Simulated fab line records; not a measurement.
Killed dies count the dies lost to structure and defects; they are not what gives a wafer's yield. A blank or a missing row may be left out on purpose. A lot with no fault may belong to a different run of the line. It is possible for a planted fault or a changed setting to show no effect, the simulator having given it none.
Chamber matching | flow sky130 | 4 sister chambers for SKY_FIELD_ISO_ETCH_15 on rieDiel-04
The step etches the open film in CHF3/O2, stops on Si, target depth 180 nm, time 72 s. 8 wafers are shown with their chamber, then 8 later ones without.

WAFERS, EACH WITH ITS CHAMBER
wafer  | chamber | drypumpMotorCurrentA (A) | throttleValvePct (%)
L083.2 | 0       | 5.2                      | 8.844
L083.4 | 3       | 5.6                      | 8.843
L083.5 | 2       | 6.4                      | 8.862
L083.6 | 1       | 5.0                      | 8.834
L086.1 | 3       | 5.6                      | 8.840
L086.2 | 2       | 6.4                      | 8.852
L086.3 | 1       | 4.9                      | 8.850
L086.4 | 0       | 5.2                      | 8.845

WAFERS WHOSE CHAMBER IS MISSING
wafer  | drypumpMotorCurrentA (A) | throttleValvePct (%)
L086.5 | 5.2                      | 8.855
L086.6 | 5.0                      | 8.847
L088.1 | 6.4                      | 8.833
L088.2 | 5.6                      | 8.863
L088.3 | 5.0                      | 8.837
L088.4 | 5.2                      | 8.848
L088.5 | 6.3                      | 8.839
L088.6 | 5.0                      | 8.856

EACH ONE'S CHAMBER
wafer  | from the rows above | in truth
L086.5 | 0                   | 0
L086.6 | 1                   | 1
L088.1 | 2                   | 2
L088.2 | 3                   | 3
L088.3 | 1                   | 1
L088.4 | 0                   | 0
L088.5 | 2                   | 2
L088.6 | 1                   | 1
Correctly placed: 8 of 8. Can't be placed from these rows: 0. 0 placed wrongly.
How it was worked out, from the rows above alone: a wafer's distance from a chamber is the root of the sum, over the readings, of the square of ((its reading less the chamber's mean) divided by the reading's scatter). The wafer belongs to the nearest chamber; if the next one is less than 2 further off, it can't be placed. A chamber's mean is the mean of its shown wafers. The scatter: the root of (the sum of the squares of (reading less its chamber's mean) over the shown wafers, divided by (wafers less chambers)).
